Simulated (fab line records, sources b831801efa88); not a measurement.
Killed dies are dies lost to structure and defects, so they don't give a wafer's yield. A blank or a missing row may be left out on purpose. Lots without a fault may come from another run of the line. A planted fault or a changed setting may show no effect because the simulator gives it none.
fab line records | flow sky130
record lots=11 wafers=33 last_day=50
route steps=708 shown POLY_CUT@315 SD_P@329 CONTACT@406 METAL2@488
lots that met no fault: from a run of the same line without faults
start_h: hours from the record's first day to the start of the lot's first wafer shown | wait_h: hours since the lot's step before | " the same as in the row above | L1.1+2: a row that stands for several wafers | - no value, or no start given | * or withheld: withheld | < > ~ a bound
route shown NAME@n: a module of which the file shows steps, and the number in the route of the first | usual: mean/standard deviation of fault-free wafers | same: alike in all rows | chamber/n: place in a boat | sites: the reading at each site | _std_site: their standard deviation | _edge_site: outer sites' mean less inner sites' | radius_mm: how far each site lies from the wafer's centre | mask NAME#n: copy n | behind: the tool/chamber that last shaped the wafer | hold: why the lot was held/for how many hours/how that ended | device: the transistor (n, p or np) that didn't switch | end of line: the same wafers' tests at the end of the route | a step without rows: its recipe alone | killed: dies lost to structure and defects at the first sort, not the wafer's yield | map: a wafer's dies, x killed, . not, _ none there
set.NAME: the setting as run; set.NAME@STEP: as run at that earlier step | model.NAME: the simulator's own value behind a step, which no gauge read
steps of the route over a sample of lots; a table a step, a row a wafer
services: from which hour (start_h, from the record's first day; less than 0 if before it) a tool's chamber was out of use, for how many hours, and why
## steps
# step SKY_POLY_CUT_CD_MEAS_08
# recipe target_cd_nm=270
# usual cd_nm=269.9/1.6
# columns lot.wafer tool chamber start_h wait_h cd_nm
L273.2 cd_sem-01 - 569.65 - 272.9
L273.3 " - " " 272.3
L273.6 " - " " 272.6
L276.1 cd_sem-02 - 600.08 - 270.4
L276.3 " - " " 270.7
L276.5 " - " " 271.6
L279.3 cd_sem-01 - 625.92 - 269.3
L279.4 " - " " 269.3
L279.5 " - " " 270.0
L280.4 cd_sem-02 - 630.64 - 268.8
L280.5 " - " " 269.6
L280.6 " - " " 269.3
L281.1 cd_sem-02 - 634.83 - 270.5
L281.5 " - " " 271.4
L281.6 " - " " 271.2
L282.3 cd_sem-01 - 642.32 - 270.8
L282.5 " - " " 270.1
L282.6 " - " " 271.5
L288.4 cd_sem-01 - 700.00 - 272.1
L288.5 " - " " 271.4
L288.6 " - " " 271.6
L290.1 cd_sem-02 - 708.18 - 271.2
L290.3 " - " " 271.3
L290.5 " - " " 272.2
L291.3 cd_sem-02 - 718.57 - 271.4
L291.5 " - " " 272.1
L291.6 " - " " 270.9
L292.1 cd_sem-02 - 723.34 - 268.0
L292.2 " - " " 268.5
L292.3 " - " " 268.5
L294.1 cd_sem-02 - 738.93 - 271.0
L294.3 " - " " 270.7
L294.6 " - " " 271.6
# step SKY_SD_P_IMPLANT_09
# recipe species=BF2 energy_kev=20 dose_cm2=3e+15 tilt_deg=0
# usual beam_energy_keV=20.002/0.006 beam_on_s=13.5/0.3 dose_ions_cm2=3e+15/3.3e+12 faraday_current_uA=12172/260
# columns lot.wafer tool chamber start_h wait_h beam_energy_keV beam_on_s dose_ions_cm2 faraday_current_uA
L273.2 implanter-01 0 598.96 0.0 20.010 13.9 3.003e+15 11821
L273.3 " 0 " " 20.004 13.3 2.995e+15 12287
L273.6 " 0 " " 20.000 13.5 2.992e+15 12052
L276.1 implanter-01 0 629.54 0.0 20.000 13.6 3.002e+15 12049
L276.3 " 0 " " 20.009 13.6 3e+15 12033
L276.5 " 0 " " 20.014 12.9 2.996e+15 12693
L279.3 implanter-02 0 655.19 0.1 19.998 13.6 2.999e+15 12007
L279.4 " 0 " " 19.998 13.3 3.005e+15 12327
L279.5 " 0 " " 20.002 13.2 3.004e+15 12474
L280.4 implanter-01 0 659.16 0.1 20.010 11.1 2.998e+15 14614
L280.5 " 0 " " 20.007 10.8 3.001e+15 15052
L280.6 " 0 " " 20.010 10.9 2.999e+15 14943
L281.1 implanter-01 0 663.88 0.0 20.006 11.0 3.002e+15 14853
L281.5 " 0 " " 19.999 10.9 3e+15 14955
L281.6 " 0 " " 19.998 10.6 3.002e+15 15357
L282.3 implanter-01 0 670.54 0.1 20.009 10.7 3.001e+15 15250
L282.5 " 0 " " 20.004 11.3 3.007e+15 14490
L282.6 " 0 " " 19.996 11.2 3.001e+15 14546
L288.4 implanter-01 0 727.91 0.1 19.990 13.3 2.999e+15 12264
L288.5 " 0 " " 19.998 13.4 3e+15 12217
L288.6 " 0 " " 19.998 13.2 2.997e+15 12370
L290.1 implanter-04 0 735.49 0.0 20.008 13.6 3.001e+15 11995
L290.3 " 0 " " 20.004 13.5 2.998e+15 12078
L290.5 " 0 " " 20.005 13.5 3.001e+15 12203
L291.3 implanter-04 0 746.04 0.1 20.006 13.5 3e+15 12128
L291.5 " 0 " " 19.997 13.4 2.996e+15 12282
L291.6 " 0 " " 19.990 13.8 3.002e+15 11840
L292.1 implanter-01 0 751.53 0.0 20.004 13.9 3.003e+15 11711
L292.2 " 0 " " 20.003 13.0 2.998e+15 12570
L292.3 " 0 " " 20.002 13.7 2.999e+15 11925
L294.1 implanter-01 0 765.29 0.0 20.004 13.2 3.004e+15 12412
L294.3 " 0 " " 20.000 13.9 3.001e+15 11756
L294.6 " 0 " " 20.004 13.6 2.998e+15 12109
# step SKY_SD_P_STRIP_10
# recipe chemistry=O2/N2 power_w=1400 pressure_mtorr=1500 platen_temp_c=withheld o2_flow_sccm=3000 n2_flow_sccm=300 overash_fraction=0.5
# usual drypump_motor_current_A=6.0/0.36 oes_product_au=0.617/0.0046 strip_time_to_endpoint_s=17.50/0.035
# same overash_fraction=0.5
# columns lot.wafer tool chamber start_h wait_h drypump_motor_current_A oes_product_au rf_hours_counter_h strip_time_to_endpoint_s
L273.2 plasma_asher-03 0 599.09 0.1 6.4 0.617 17 17.51
L273.3 " 1 " " 6.5 0.618 - 17.54
L273.6 " 1 " " 6.4 0.612 - 17.50
L276.1 plasma_asher-02 1 629.69 0.1 6.0 0.614 50 17.47
L276.3 " 0 " " 5.5 0.617 - 17.46
L276.5 " 0 " " 5.5 0.613 - 17.45
L279.3 plasma_asher-01 0 655.32 0.1 6.0 0.619 - 17.46
L279.4 " 1 " " 5.6 0.612 - 17.46
L279.5 " 1 " " 5.6 0.618 - 17.48
L280.4 plasma_asher-01 1 659.27 0.1 5.6 0.627 - 17.19
L280.5 " 0 " " 6.0 0.629 - 17.17
L280.6 " 1 " " 5.6 0.629 - 17.16
L281.1 plasma_asher-03 0 664.03 0.1 6.4 0.620 24 17.16
L281.5 " 0 " " 6.4 0.623 - 17.11
L281.6 " 1 " " 6.4 0.629 - 17.13
L282.3 plasma_asher-03 1 670.67 0.1 6.4 0.629 - 17.15
L282.5 " 0 " " 6.4 0.624 - 17.14
L282.6 " 1 " " 6.4 0.627 - 17.14
L288.4 plasma_asher-03 1 728.02 0.1 6.4 0.620 - 17.50
L288.5 " 1 " " 6.4 0.621 - 17.42
L288.6 " 0 " " 6.4 0.623 - 17.42
L290.1 plasma_asher-03 0 735.64 0.1 6.4 0.616 31 17.50
L290.3 " 0 " " 6.4 0.626 - 17.47
L290.5 " 1 " " 6.4 0.619 - 17.53
L291.3 plasma_asher-03 1 746.17 0.1 6.4 0.612 - 17.51
L291.5 " 1 " " 6.4 0.617 - 17.50
L291.6 " 0 " " 6.4 0.617 - 17.44
L292.1 plasma_asher-02 0 751.68 0.1 5.5 0.613 62 17.46
L292.2 " 1 " " 5.9 0.618 62 17.49
L292.3 " 0 " " 5.5 0.611 - 17.51
L294.1 plasma_asher-01 1 765.44 0.1 5.6 0.616 89 17.52
L294.3 " 1 " " 5.6 0.607 - 17.52
L294.6 " 0 " " 6.0 0.613 - 17.53
# step SKY_SD_P_TW_MEAS_11
# usual SD_P_TW=2812/15
# columns lot.wafer tool chamber start_h wait_h SD_P_TW
L273.2 film_metro-02 - 599.20 0.1 2800
L273.3 " - " " 2803
L273.6 " - " " 2794
L276.1 film_metro-02 - 629.79 0.1 2830
L276.3 " - " " 2823
L276.5 " - " " 2814
L279.3 film_metro-02 - 655.41 0.1 2814
L279.4 " - " " 2809
L279.5 " - " " 2802
L280.4 film_metro-02 - 659.37 0.1 2709
L280.5 " - " " 2712
L280.6 " - " " 2721
L281.1 film_metro-04 - 664.18 0.1 2732
L281.5 " - " " 2703
L281.6 " - " " 2725
L282.3 film_metro-04 - 670.76 0.1 2723
L282.5 " - " " 2724
L282.6 " - " " 2717
L288.4 film_metro-02 - 728.12 0.1 2807
L288.5 " - " " 2802
L288.6 " - " " 2805
L290.1 film_metro-02 - 735.74 0.1 2803
L290.3 " - " " 2789
L290.5 " - " " 2817
L291.3 film_metro-02 - 746.26 0.1 2811
L291.5 " - " " 2827
L291.6 " - " " 2806
L292.1 film_metro-04 - 751.78 0.1 2799
L292.2 " - " " 2809
L292.3 " - " " 2788
L294.1 film_metro-01 - 765.54 0.1 2838
L294.3 " - " " 2847
L294.6 " - " " 2853
# step SKY_SD_N_RS_MEAS_17
# recipe thk_meas_gauge=four-point-probe
# usual SD_P_RS=146.9/0.43
# columns lot.wafer tool chamber start_h wait_h SD_P_RS[ohm/sq]
L273.2 film_metro-01 - 658.01 0.1 147.0
L273.3 " - " " 146.8
L273.6 " - " " 147.2
L276.1 film_metro-02 - 687.34 0.1 147.3
L276.3 " - " " 147.2
L276.5 " - " " 146.8
L279.3 film_metro-04 - 712.98 0.1 147.5
L279.4 " - " " 147.4
L279.5 " - " " 147.5
L280.4 film_metro-04 - 715.95 0.1 150.0
L280.5 " - " " 149.8
L280.6 " - " " 150.2
L281.1 film_metro-04 - 720.67 0.1 150.0
L281.5 " - " " 149.6
L281.6 " - " " 149.6
L282.3 film_metro-04 - 727.85 0.1 150.4
L282.5 " - " " 150.4
L282.6 " - " " 150.4
L288.4 film_metro-04 - 783.42 0.1 147.5
L288.5 " - " " 147.3
L288.6 " - " " 147.0
L290.1 film_metro-04 - 790.59 0.1 147.0
L290.3 " - " " 147.1
L290.5 " - " " 147.4
L291.3 film_metro-02 - 800.93 0.1 147.3
L291.5 " - " " 147.8
L291.6 " - " " 147.3
L292.1 film_metro-04 - 805.79 0.1 146.8
L292.2 " - " " 147.3
L292.3 " - " " 147.1
L294.1 film_metro-01 - 819.00 0.1 146.4
L294.3 " - " " 146.4
L294.6 " - " " 145.6
# step SKY_CONTACT_CVD_00
# recipe material=Si3N4 target_thk_nm=75 temp_c=400 time_s=withheld rf_w=450
# usual heater_power_w=735/110
# columns lot.wafer tool chamber start_h wait_h heater_power_w
L273.2 pecvd-01 2 717.99 0.0 813
L273.3 " 1 " " 820
L273.6 " 1 " " 649
L276.1 pecvd-03 2 745.60 0.0 937
L276.3 " 0 " " 664
L276.5 " 2 " " 940
L279.3 pecvd-04 2 770.11 0.0 813
L279.4 " 2 " " 814
L279.5 " 1 " " 675
L280.4 pecvd-03 0 774.77 0.0 623
L280.5 " 0 " " 645
L280.6 " 1 " " 807
L281.1 pecvd-01 1 778.05 0.0 811
L281.5 " 1 " " 645
L281.6 " 0 " " 542
L282.3 pecvd-03 1 785.23 0.0 777
L282.5 " 2 " " 928
L282.6 " 0 " " 666
L288.4 pecvd-03 2 839.61 0.0 927
L288.5 " 2 " " 935
L288.6 " 1 " " 777
L290.1 pecvd-01 2 845.60 0.0 711
L290.3 " 2 " " 736
L290.5 " 0 " " 559
L291.3 pecvd-04 1 856.00 0.0 606
L291.5 " 0 " " 738
L291.6 " 2 " " 814
L292.1 pecvd-03 0 862.25 0.0 642
L292.2 " 2 " " 935
L292.3 " 1 " " 884
L294.1 pecvd-04 0 873.74 0.0 709
L294.3 " 1 " " 618
L294.6 " 2 " " 699
# step SKY_METAL2_RS_MEAS_05
# recipe thk_meas_gauge=four-point-probe reads=TiN_of_METAL2_SPUTTER_04+Ti_of_METAL2_SPUTTER_03+AlCu_of_METAL2_SPUTTER_02+TiN_of_METAL2_SPUTTER_01+Ti_of_METAL2_SPUTTER_00
# usual METAL2_ALCU_RS=0.1270/0.0014
# columns lot.wafer tool chamber start_h wait_h METAL2_ALCU_RS[ohm/sq]
L273.2 film_metro-03 - 804.96 0.0 0.1259
L273.3 " - " " 0.1286
L273.6 " - " " 0.1264
L276.1 film_metro-03 - 831.54 0.0 0.1269
L276.3 " - " " 0.1252
L276.5 " - " " 0.1270
L279.3 film_metro-03 - 854.07 0.1 0.1260
L279.4 " - " " 0.1263
L279.5 " - " " 0.1249
L280.4 film_metro-03 - 859.05 0.1 0.1273
L280.5 " - " " 0.1267
L280.6 " - " " 0.1279
L281.1 film_metro-03 - 862.66 0.0 0.1281
L281.5 " - " " 0.1262
L281.6 " - " " 0.1282
L282.3 film_metro-03 - 869.52 0.1 0.1269
L282.5 " - " " 0.1250
L282.6 " - " " 0.1258
L288.4 film_metro-03 - 921.42 0.1 0.1280
L288.5 " - " " 0.1266
L288.6 " - " " 0.1281
L290.1 film_metro-03 - 927.35 0.0 0.1259
L290.3 " - " " 0.1267
L290.5 " - " " 0.1261
L291.3 film_metro-02 - 936.64 0.1 0.1276
L291.5 " - " " 0.1284
L291.6 " - " " 0.1285
L292.1 film_metro-02 - 943.78 0.0 0.1288
L292.2 " - " " 0.1272
L292.3 " - " " 0.1292
L294.1 film_metro-02 - 958.56 0.0 0.1281
L294.3 " - " " 0.1265
L294.6 " - " " 0.1283
## services
# columns tool chamber start_h hours kind
pecvd-04 2 578.50 6.1 repair
plasma_asher-02 - 587.86 15.6 pm
pecvd-03 1 591.07 5.1 repair
pecvd-03 2 616.37 2.5 repair
implanter-01 - 618.34 5.1 repair
pecvd-03 - 631.53 2.8 pm
pecvd-04 2 640.85 17.3 repair
implanter-01 - 652.65 2.7 repair
implanter-04 - 653.20 4.2 pm
plasma_asher-02 - 658.97 1.3 repair
pecvd-04 - 662.99 1.4 repair
implanter-01 - 665.91 3.7 repair
implanter-04 - 671.74 6.7 repair
pecvd-03 1 699.19 5.3 repair
implanter-01 - 717.24 3.1 repair
pecvd-04 - 729.54 5.5 pm
pecvd-01 - 750.29 14.6 pm
pecvd-03 0 752.94 6.4 repair
pecvd-03 2 770.18 8.5 repair
pecvd-04 - 793.18 2.6 repair
pecvd-01 - 815.86 2.8 pm
pecvd-01 - 822.43 0.7 repair
plasma_asher-03 - 824.98 3.7 repair
pecvd-03 0 838.16 18.7 repair
## key
first_sign step=SKY_SD_P_IMPLANT_09 reading=faraday_current_uA direction=up sigmas=10 usual=12172 struck=14895
effect step=SKY_SD_P_IMPLANT_09 reading=beam_on_s direction=down sigmas=8.3 usual=13.5 struck=11.0
effect step=SKY_SD_P_STRIP_10 reading=strip_time_to_endpoint_s direction=down sigmas=9.9 usual=* struck=*
effect step=SKY_SD_P_TW_MEAS_11 reading=SD_P_TW direction=down sigmas=6.2 usual=2812 struck=2718
effect step=SKY_SD_N_RS_MEAS_17 reading=SD_P_RS direction=up sigmas=7.2 usual=146.9 struck=150.1
met_at SKY_SD_P_IMPLANT_09
struck_lots L280,L281,L282
tester_left_out L280,L281,L282
not_acting_at SKY_POLY_CUT_CD_MEAS_08,SKY_CONTACT_CVD_00,SKY_METAL2_RS_MEAS_05
onset_between 629.54 659.16
fault kind=process_parameter_drift tool=implanter-01 chamber=- onset_h=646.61 steps=SKY_SD_P_IMPLANT_09 channel=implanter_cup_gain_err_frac offset=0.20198 shape=step end_h=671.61
# tester_left_out: of these lots the tester's yield and bins aren't shown, on N5 and GAA mostly nor the transistor test; their killed dies are dies lost to structure and defects alone, not to doping, threshold or leakage, so they don't give the yield
